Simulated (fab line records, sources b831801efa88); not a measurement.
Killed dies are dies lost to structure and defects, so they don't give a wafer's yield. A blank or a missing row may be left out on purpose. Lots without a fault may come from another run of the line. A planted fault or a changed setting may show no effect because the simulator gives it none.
fab line records | flow sfq_line
record lots=15 wafers=45 last_day=86
route steps=325 shown L0V@20
lots that met no fault: from a run of the same line without faults
start_h: hours from the record's first day to the start of the lot's first wafer shown | wait_h: hours since the lot's step before | " the same as in the row above | L1.1+2: a row that stands for several wafers | - no value, or no start given | * or withheld: withheld | < > ~ a bound
route shown NAME@n: a module of which the file shows steps, and the number in the route of the first | usual: mean/standard deviation of fault-free wafers | same: alike in all rows | chamber/n: place in a boat | sites: the reading at each site | _std_site: their standard deviation | _edge_site: outer sites' mean less inner sites' | radius_mm: how far each site lies from the wafer's centre | mask NAME#n: copy n | behind: the tool/chamber that last shaped the wafer | hold: why the lot was held/for how many hours/how that ended | device: the transistor (n, p or np) that didn't switch | end of line: the same wafers' tests at the end of the route | a step without rows: its recipe alone | killed: dies lost to structure and defects at the first sort, not the wafer's yield | map: a wafer's dies, x killed, . not, _ none there
set.NAME: the setting as run; set.NAME@STEP: as run at that earlier step | model.NAME: the simulator's own value behind a step, which no gauge read
steps of the route over a sample of lots; a table a step, a row a wafer
services: from which hour (start_h, from the record's first day; less than 0 if before it) a tool's chamber was out of use, for how many hours, and why
## steps
# step SFQ_TRILAYER_L0_VIA_LITHO_EXPOSE_014
# recipe mask_id=L0V na=0.6 source_shape=conventional sigma_outer=0.65 target_cd_nm=700 dose_mj=21.3
# columns lot.wafer tool chamber start_h wait_h mask
L710.4+5+6 krf_scanner-01 0 157.52 - L0V#0
L711.1+2+3 krf_scanner-01 0 164.87 - L0V#0
L712.1+2+6 krf_scanner-01 0 174.47 - L0V#0
L713.1+2+4 krf_scanner-01 0 184.07 - L0V#0
L714.3+4+5 krf_scanner-02 0 191.80 - L0V#0
L715.3+4+5 krf_scanner-02 0 199.00 - L0V#0
L716.1+4+6 krf_scanner-02 0 213.00 - L0V#0
L717.1+5+6 krf_scanner-01 0 219.50 - L0V#0
L718.2+3+5 krf_scanner-01 0 225.80 - L0V#0
L723.1+5+6 krf_scanner-01 0 255.60 - L0V#0
L726.2+3+6 krf_scanner-02 0 281.29 - L0V#0
L727.1+3+6 krf_scanner-02 0 289.49 - L0V#0
L728.1+4+5 krf_scanner-02 0 294.29 - L0V#0
L731.2+3+5 krf_scanner-01 0 315.02 - L0V#0
L732.2+4+6 krf_scanner-01 0 324.62 - L0V#0
# step SFQ_L0V_OVL_MEAS_903
# usual L0V_OVL=-3/4.6
# columns lot.wafer tool chamber start_h wait_h L0V_OVL[nm]
L710.4 overlay-01 - 158.44 0.1 -1
L710.5 " - " " -1
L710.6 " - " " -1
L711.1 overlay-01 - 166.37 0.1 -12
L711.2 " - " " -13
L711.3 " - " " -17
L712.1 overlay-01 - 175.97 0.1 -1
L712.2 " - " " 0
L712.6 " - " " -11
L713.1 overlay-02 - 185.57 0.1 6
L713.2 " - " " 2
L713.4 " - " " -3
L714.3 overlay-01 - 192.91 0.1 -6
L714.4 " - " " -4
L714.5 " - " " -7
L715.3 overlay-02 - 200.11 0.1 4
L715.4 " - " " 5
L715.5 " - " " 3
L716.1 overlay-02 - 214.50 0.1 -6
L716.4 " - " " -4
L716.6 " - " " 3
L717.1 overlay-02 - 221.00 0.1 7
L717.5 " - " " 2
L717.6 " - " " -3
L718.2 overlay-02 - 227.11 0.1 -16
L718.3 " - " " -8
L718.5 " - " " -7
L723.1 overlay-01 - 257.10 0.1 -4
L723.5 " - " " -7
L723.6 " - " " -9
L726.2 overlay-02 - 282.60 0.1 53
L726.3 " - " " 55
L726.6 " - " " 56
L727.1 overlay-01 - 290.99 0.1 54
L727.3 " - " " 49
L727.6 " - " " 53
L728.1 overlay-02 - 295.79 0.1 48
L728.4 " - " " 53
L728.5 " - " " 46
L731.2 overlay-02 - 316.32 0.1 -4
L731.3 " - " " 4
L731.5 " - " " 0
L732.2 overlay-02 - 325.92 0.1 -9
L732.4 " - " " -6
L732.6 " - " " -4
## services
# columns tool chamber start_h hours kind
krf_scanner-02 - 135.40 4.4 pm
krf_scanner-01 - 140.32 1.0 pm
krf_scanner-02 - 143.37 1.0 pm
krf_scanner-02 - 144.37 1.3 pm
krf_scanner-01 - 161.72 0.8 pm
krf_scanner-01 - 188.87 3.6 pm
krf_scanner-01 - 207.08 4.0 pm
krf_scanner-02 - 215.90 0.3 repair
krf_scanner-01 - 222.12 0.2 repair
krf_scanner-01 - 224.30 1.3 pm
krf_scanner-02 - 250.56 1.0 repair
krf_scanner-02 - 251.54 0.8 pm
krf_scanner-01 - 257.00 0.5 repair
krf_scanner-01 - 308.67 1.0 pm
krf_scanner-01 - 311.98 0.4 repair
krf_scanner-02 - 313.49 1.0 pm
krf_scanner-02 - 317.88 1.0 repair
krf_scanner-02 - 321.26 1.3 pm
## key
first_sign step=SFQ_L0V_OVL_MEAS_903 reading=L0V_OVL direction=up sigmas=12 usual=-3 struck=52
effect none on later readings
met_at SFQ_TRILAYER_L0_VIA_LITHO_EXPOSE_014
struck_lots L726,L727,L728
onset_between 213.00 281.29
fault kind=scanner_matching_overlay tool=krf_scanner-02 chamber=- onset_h=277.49 steps=SFQ_TRILAYER_L0_VIA_LITHO_EXPOSE_014 offset=56.431
